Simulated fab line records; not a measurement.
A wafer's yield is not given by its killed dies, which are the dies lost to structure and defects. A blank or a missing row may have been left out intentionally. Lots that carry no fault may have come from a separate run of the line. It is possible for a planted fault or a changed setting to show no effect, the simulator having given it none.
Which tool was responsible? + flow sfq_line + 15 lots (45 wafers sampled), 1 step of a 325-step route

== WHAT THE GAUGES SHOWED, per wafer ==
The record holds no reading of a measuring or inspecting step that can be judged against a usual standard deviation.

== EACH LOT AND THE TOOL THAT RAN IT (in order: tool; ch and the chambers of the sampled wafers; start) ==
| lot  | SFQ_TRILAYER_M1_LITHO_EXPOSE_040  |
|------|-----------------------------------|
| L923 | krf_scanner-02 ch 0, day 24 05:05 |
| L924 | krf_scanner-01 ch 0, day 24 21:12 |
| L925 | krf_scanner-02 ch 0, day 25 10:53 |
| L926 | krf_scanner-02 ch 0, day 25 21:17 |
| L928 | krf_scanner-02 ch 0, day 26 12:53 |
| L929 | krf_scanner-01 ch 0, day 27 03:48 |
| L930 | krf_scanner-02 ch 0, day 27 15:24 |
| L936 | krf_scanner-01 ch 0, day 29 12:40 |
| L937 | krf_scanner-01 ch 0, day 29 18:16 |
| L938 | krf_scanner-01 ch 0, day 29 23:16 |
| L940 | krf_scanner-02 ch 0, day 31 05:23 |
| L942 | krf_scanner-02 ch 0, day 31 20:47 |
| L943 | krf_scanner-02 ch 0, day 32 10:11 |
| L944 | krf_scanner-02 ch 0, day 33 01:35 |
| L945 | krf_scanner-02 ch 0, day 33 09:59 |
- SFQ_TRILAYER_M1_LITHO_EXPOSE_040: exposes mask M1, target cd 500 nm.

== WHAT THE TOOLS THEMSELVES READ (means of the sampled wafers that have a number; where no wafer has one, the mark that the record gives instead) ==
SFQ_TRILAYER_M1_LITHO_EXPOSE_040.
| lot  | tool           | exposure_dose_mJ_cm2 |
|------|----------------|----------------------|
| L923 | krf_scanner-02 | 14.390               |
| L924 | krf_scanner-01 | 14.389               |
| L925 | krf_scanner-02 | 14.393               |
| L926 | krf_scanner-02 | 14.412               |
| L928 | krf_scanner-02 | 14.408               |
| L929 | krf_scanner-01 | 14.414               |
| L930 | krf_scanner-02 | 14.386               |
| L936 | krf_scanner-01 | 17.641               |
| L937 | krf_scanner-01 | 17.618               |
| L938 | krf_scanner-01 | 17.639               |
| L940 | krf_scanner-02 | 14.394               |
| L942 | krf_scanner-02 | 14.389               |
| L943 | krf_scanner-02 | 14.398               |
| L944 | krf_scanner-02 | 14.392               |
| L945 | krf_scanner-02 | 14.412               |

== THE ANSWER, worked out from the rows above alone ==
Rule: the usual values come from the lots themselves. The widest of any qualifying gaps counts: lots, ordered by their means at a reading, are off when they make up no more than a third of the lots, leave a main group of 4 or more, and stand apart from it by 3 or more times the standard deviation of that group's means. The tables above print the reading to a certain number of digits; a main group whose means all agree to those digits is not used. Also off: a lot with no number at a reading for which 4 or more lots have one. Where the step has rows for the other lots, those lots are counted as sound. First the gauges in route order, then the tools' own readings, where a lot's mean is used as printed above. At the first step where some lot is off, the reading lying furthest off is the one used; lots without a number count as furthest.
Off, at SFQ_TRILAYER_M1_LITHO_EXPOSE_040 on exposure_dose_mJ_cm2: L936, L937, L938. For the main group the mean is 14.398 and the standard deviation 0.01.
If a tool, at that step or one of the process steps before it, ran each lot that is off and ran no sound lot following the first of them, it fits. One candidate fits, namely krf_scanner-01 at SFQ_TRILAYER_M1_LITHO_EXPOSE_040. Its last sound lot is L929 (day 27 03:48), its first lot that is off L936 (day 29 12:40): a fault that began between those two fits.
The tool's own readings at SFQ_TRILAYER_M1_LITHO_EXPOSE_040 bear it out: on the lots that are off they differ by more than 5 times the standard deviation of the sound lots' means. exposure_dose_mJ_cm2 reads 17.633 there against 14.398 on the sound lots.

== WHAT HAD BEEN PUT IN BY THE SIMULATOR ==
Process parameters drifting: krf_scanner-01 at SFQ_TRILAYER_M1_LITHO_EXPOSE_040, beginning at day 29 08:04. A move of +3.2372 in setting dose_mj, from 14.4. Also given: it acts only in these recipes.
Shown lots that were struck: L936, L937, L938. The same result came from the rule above.
